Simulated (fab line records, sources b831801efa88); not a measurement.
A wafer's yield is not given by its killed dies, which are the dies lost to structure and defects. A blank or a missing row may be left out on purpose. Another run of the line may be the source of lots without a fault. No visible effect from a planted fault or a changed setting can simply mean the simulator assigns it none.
Comparing a struck lot with a sound one | flow gf180mcu | 27 steps out of a route of 602
Sound: these wafers, L986.2, L986.4, L986.5. Wafers L982.2, L982.4, L982.6 were the ones struck. At the end, the cause is stated.
Each step with rows lists, per side, the tool, then ch with its chambers, then its first start. Under that, the readings that differ: sound wafers | struck wafers | difference of the means | sigmas: that difference in standard deviations of wafers without a fault.
alike: words and numbers the same on both sides, and readings whose means are apart by under 2 such deviations; not compared: readings that were withheld, readings missing a value for some wafer, numbers with overlapping values and no deviation given by the record, and bounds like >300 which may hide the same value.
Wherever a step has rows on one side only, a row that says differs or no value, or a row with sigmas, the two part there. Numbers that don't overlap but have no deviation are shown without sigmas and don't part them. A reading missing from all wafers of one side parts the sides only when that side holds two or more wafers.

GF_HV_LDD_ETCHBACK_58: etches Si3N4 in CH3F/O2, stops on SiO2, time 100 s, target depth 90 nm.
  sound on rie_diel-01 ch 0,1, day 17 23:37; struck on rie_diel-01 ch 1,3, day 16 13:11
  alike: drypump_motor_current_A, oes_product_au, throttle_valve_pct
  not compared: rf_hours_counter_h
then, 7 steps without rows for these wafers: GF_NSD_DEHYDRATE_00 (time 60 s); GF_NSD_HMDS_01 (prime time 60 s); GF_NSD_COAT_02 (resist thk 1000 nm); GF_NSD_SOFTBAKE_03 (time 60 s); GF_NSD_EXPOSE_04 (exposes mask Nplus, target cd 400 nm); GF_NSD_PEB_05; GF_NSD_DEVELOP_06 (develop time 60 s).
GF_NSD_CD_MEAS_07 targets a cd of 400 nm.
  struck on cd_sem-01, day 17 11:35; sound on cd_sem-01, day 18 23:13
  alike: cd_nm
GF_NSD_OVL_MEAS_08:
  struck on overlay-01, day 17 11:42; sound on overlay-02, day 18 23:20
  alike: NSD_OVL
then, 2 steps without rows for these wafers: GF_NSD_IMPLANT_09; GF_NSD_IMPLANT_10.
GF_NSD_STRIP_11: strips in O2/N2.
  sound on plasma_asher-01 ch 0,1, day 18 23:40; struck on plasma_asher-01 ch 0,1, day 17 12:02
  no value came back on the struck wafers for any of 5 readings (chamber_pressure_mTorr (mTorr), drypump_motor_current_A (A) and others); on the sound wafers chamber_pressure_mTorr (mTorr) reads 1500.3 1499.9 1499.7
  reading                                  | sound | struck         | difference | sigmas
  model.NOVOLAK_of_NSD_COAT_02.thk_nm (nm) | 0 0 0 | 997 998.1 1003 | +999       |
  not compared: rf_hours_counter_h
GF_NSD_TW_MEAS_12:
  struck on film_metro-03, day 17 12:08; sound on film_metro-03, day 18 23:46
  alike: NSD_TW
then, 7 steps without rows for these wafers: GF_PSD_DEHYDRATE_00 (time 60 s); GF_PSD_HMDS_01 (prime time 60 s); GF_PSD_COAT_02 (resist thk 1000 nm); GF_PSD_SOFTBAKE_03 (time 60 s); GF_PSD_EXPOSE_04 (exposes mask Pplus, target cd 400 nm); GF_PSD_PEB_05; GF_PSD_DEVELOP_06 (develop time 60 s).
GF_PSD_CD_MEAS_07 targets a cd of 400 nm.
  struck on cd_sem-02, day 18 11:04; sound on cd_sem-01, day 20 00:19
  alike: cd_nm
GF_PSD_OVL_MEAS_08:
  struck on overlay-01, day 18 11:10; sound on overlay-01, day 20 00:25
  alike: PSD_OVL
next, for these wafers, 1 step has no rows: GF_PSD_IMPLANT_09.
GF_PSD_STRIP_10: strips in O2/N2.
  sound on plasma_asher-03 ch 0,1, day 20 00:36; struck on plasma_asher-01 ch 0,1, day 18 11:21
  reading                      | sound             | struck            | difference | sigmas
  oes_product_au (a.u.)        | 0.589 0.597 0.589 | 0.669 0.655 0.666 | +0.072     | +17
  strip_time_to_endpoint_s (s) | 16.56 16.53 16.51 | 31.41 31.40 31.47 | +14.89     | +99 or more
  alike: chamber_pressure_mTorr, drypump_motor_current_A, heater_power_w
  not compared: rf_hours_counter_h
GF_PSD_TW_MEAS_11:
  struck on film_metro-04, day 18 11:28; sound on film_metro-01, day 20 00:43
  reading | sound          | struck   | difference | sigmas
  PSD_TW  | 3190 3178 3190 | 30 30 30 | -3156      | -99 or more
then, 1 step without rows for these wafers: GF_PSD_CLEAN_12 (cleans in SC1/SC2, time 150 s).

== WHERE THEY PART ==
Earliest at GF_NSD_STRIP_11; latest, in this record, at GF_PSD_TW_MEAS_11.

WHY: what the simulator had put in
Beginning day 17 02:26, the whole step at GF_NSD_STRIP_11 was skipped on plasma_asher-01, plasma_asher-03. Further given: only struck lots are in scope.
